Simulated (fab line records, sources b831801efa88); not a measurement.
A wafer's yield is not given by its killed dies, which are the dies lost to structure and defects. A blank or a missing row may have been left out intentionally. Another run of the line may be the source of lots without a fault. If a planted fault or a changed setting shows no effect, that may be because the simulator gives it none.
Chamber matching / flow sky130 / SKY_PASSIVATION_CVD_00 on pecvd-03 has 3 sister chambers
The step deposits SiO2, target thk 90 nm. 3 wafers are shown with their chamber, then 7 later ones without.

== WAFERS, EACH WITH ITS CHAMBER ==
wafer=L741.5; chamber=2; heater_power_w (W)=609
wafer=L743.1; chamber=1; heater_power_w (W)=643
wafer=L743.3; chamber=0; heater_power_w (W)=662

== WAFERS WHOSE CHAMBER IS MISSING ==
wafer=L743.5; heater_power_w (W)=638
wafer=L745.3; heater_power_w (W)=646
wafer=L745.4; heater_power_w (W)=654
wafer=L745.6; heater_power_w (W)=764
wafer=L747.2; heater_power_w (W)=636
wafer=L747.3; heater_power_w (W)=541
wafer=L747.5; heater_power_w (W)=642

== EACH ONE'S CHAMBER ==
wafer=L743.5; from the rows above=can't be placed: 1 or 0 or 2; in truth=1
wafer=L745.3; from the rows above=can't be placed: 1 or 0 or 2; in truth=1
wafer=L745.4; from the rows above=can't be placed: 0 or 1 or 2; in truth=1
wafer=L745.6; from the rows above=can't be placed: 0 or 1 or 2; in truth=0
wafer=L747.2; from the rows above=can't be placed: 1 or 0 or 2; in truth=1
wafer=L747.3; from the rows above=can't be placed: 2 or 1 or 0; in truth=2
wafer=L747.5; from the rows above=can't be placed: 1 or 0 or 2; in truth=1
Placed correctly: 0 of 7. Unplaceable from these rows: 7, with the true chamber sitting among the candidates in 7. Placed wrongly: 0.
How it was worked out, from the rows above alone: a wafer's distance from a chamber is the root of the sum, over the readings, of the square of ((its reading less the chamber's mean) divided by the reading's scatter). If the next closest chamber is less than 2 further off than the closest, the wafer can't be placed; otherwise it belongs to the closest. The mean given for a chamber averages the wafers shown for that chamber. The scatter: with one shown wafer a chamber, the root of the mean of the squares of how far each hidden wafer lies from its nearest shown one.
